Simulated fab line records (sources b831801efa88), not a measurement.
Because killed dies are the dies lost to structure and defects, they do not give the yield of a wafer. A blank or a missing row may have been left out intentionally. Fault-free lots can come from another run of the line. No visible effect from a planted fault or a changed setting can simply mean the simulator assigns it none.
Which tool is to blame? + flow sky130 + 11 lots with 33 wafers sampled at 5 steps, on a route of 708 steps

== WHAT EACH GAUGE READ, for each wafer ==
SKY_VIA2_OVL_MEAS_13.
| lot  | measured     | on         | VIA2_OVL (nm) |
|------|--------------|------------|---------------|
| L456 | day 37 19:21 | overlay-01 | -6 -5 -7      |
| L458 | day 38 00:25 | overlay-01 | 1 -7 0        |
| L457 | day 38 03:12 | overlay-02 | 1 5 3         |
| L460 | day 38 23:48 | overlay-01 | 2 6 3         |
| L462 | day 39 16:49 | overlay-01 | -6 2 5        |
| L467 | day 41 00:05 | overlay-01 | -2 1 2        |
| L468 | day 41 00:27 | overlay-01 | 8 6 1         |
| L465 | day 41 05:28 | overlay-01 | 33 33 41      |
| L469 | day 41 08:21 | overlay-01 | 38 41 33      |
| L473 | day 42 09:37 | overlay-02 | 25 33 31      |
| L475 | day 42 22:03 | overlay-02 | 9 8 9         |

== WHICH TOOL RAN EACH LOT (tool, then ch and the chambers of the sampled wafers, then the start) ==
| lot  | SKY_VIA1_CMP_02               | SKY_VIA1_STRIP_16                   | SKY_METAL2_DESCUM_17             | SKY_VIA2_EXPOSE_09               |
|------|-------------------------------|-------------------------------------|----------------------------------|----------------------------------|
| L456 | cmp-02 ch 0,2,3, day 34 09:29 | plasmaAsher-02 ch 0,1, day 35 12:31 | rieMetal-03 ch 0,1, day 36 16:08 | krfScanner-02 ch 0, day 37 05:50 |
| L458 | cmp-01 ch 0,2,3, day 34 14:44 | plasmaAsher-04 ch 0,1, day 35 17:33 | rieMetal-01 ch 0,1, day 36 21:38 | krfScanner-02 ch 0, day 37 11:58 |
| L457 | cmp-02 ch 0,1,3, day 34 17:58 | plasmaAsher-04 ch 0,1, day 35 20:58 | rieMetal-02 ch 0,1, day 36 23:47 | krfScanner-02 ch 0, day 37 15:04 |
| L460 | cmp-02 ch 0,1,3, day 35 15:50 | plasmaAsher-01 ch 0,1, day 36 18:19 | rieMetal-02 ch 0, day 37 20:59   | krfScanner-02 ch 0, day 38 11:11 |
| L462 | cmp-01 ch 1,2, day 36 09:20   | plasmaAsher-02 ch 0,1, day 37 11:54 | rieMetal-03 ch 0,1, day 38 14:42 | krfScanner-02 ch 0, day 39 04:40 |
| L467 | cmp-01 ch 0,2,3, day 37 17:07 | plasmaAsher-02 ch 0,1, day 38 19:07 | rieMetal-02 ch 0,1, day 39 22:20 | krfScanner-01 ch 0, day 40 11:17 |
| L468 | cmp-02 ch 0,2, day 37 19:40   | plasmaAsher-02 ch 0,1, day 38 20:37 | rieMetal-03 ch 0, day 39 23:05   | krfScanner-02 ch 0, day 40 12:22 |
| L465 | cmp-01 ch 0,1, day 38 00:01   | plasmaAsher-04 ch 0,1, day 39 02:22 | rieMetal-02 ch 0,1, day 40 04:35 | krfScanner-02 ch 0, day 40 17:35 |
| L469 | cmp-01 ch 0,1,2, day 38 03:19 | plasmaAsher-02 ch 0,1, day 39 04:31 | rieMetal-03 ch 0,1, day 40 07:02 | krfScanner-02 ch 0, day 40 20:56 |
| L473 | cmp-02 ch 0,2,3, day 39 06:43 | plasmaAsher-01 ch 0,1, day 40 07:51 | rieMetal-01 ch 0,1, day 41 08:56 | krfScanner-02 ch 0, day 41 22:30 |
| L475 | cmp-02 ch 1,2,3, day 39 19:39 | plasmaAsher-01 ch 0,1, day 40 20:44 | rieMetal-01 ch 0,1, day 41 21:35 | krfScanner-01 ch 0, day 42 10:14 |
- SKY_VIA1_CMP_02: polishes SiO2.
- SKY_VIA1_STRIP_16: strips in O2/N2.
- SKY_METAL2_DESCUM_17: chemistry O2, time 8 s.
- SKY_VIA2_EXPOSE_09: exposes mask VIM2, target cd 200 nm.

== THE ANSWER, worked out from the rows above alone ==
Rule: the usual values come from the lots themselves. The widest of any qualifying gaps counts: lots, ordered by their means at a reading, are off when they make up no more than a third of the lots, leave a main group of 4 or more, and stand apart from it by 3 or more times the standard deviation of that group's means. The tables above print the reading to a certain number of digits; a main group whose means all agree to those digits is not used. Also off: a lot with no number at a reading for which 4 or more lots have one. The other lots that the step has rows for count as sound.
Off: at SKY_VIA2_OVL_MEAS_13 (VIA2_OVL), L465, L469, L473. The main group: mean 2 nm, standard deviation 4.2.
A tool fits if, at a process step before that reading, it ran every lot that is off, and no sound lot after the first of them. Gauges at SKY_VIA2_OVL_MEAS_13: tried the same way as those tools. One candidate fits, namely krfScanner-02 at SKY_VIA2_EXPOSE_09. Its last sound lot is L468 (day 40 12:22), its first lot that is off L465 (day 40 17:35): a fault that began between those two fits.

== WHAT WAS PUT IN BY THE SIMULATOR ==
Scanner matching overlay: krfScanner-02, from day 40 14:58 on, at SKY_VIA2_EXPOSE_09. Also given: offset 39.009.
Lots struck among those shown: L465, L469, L473. The rule above reached the same finding.
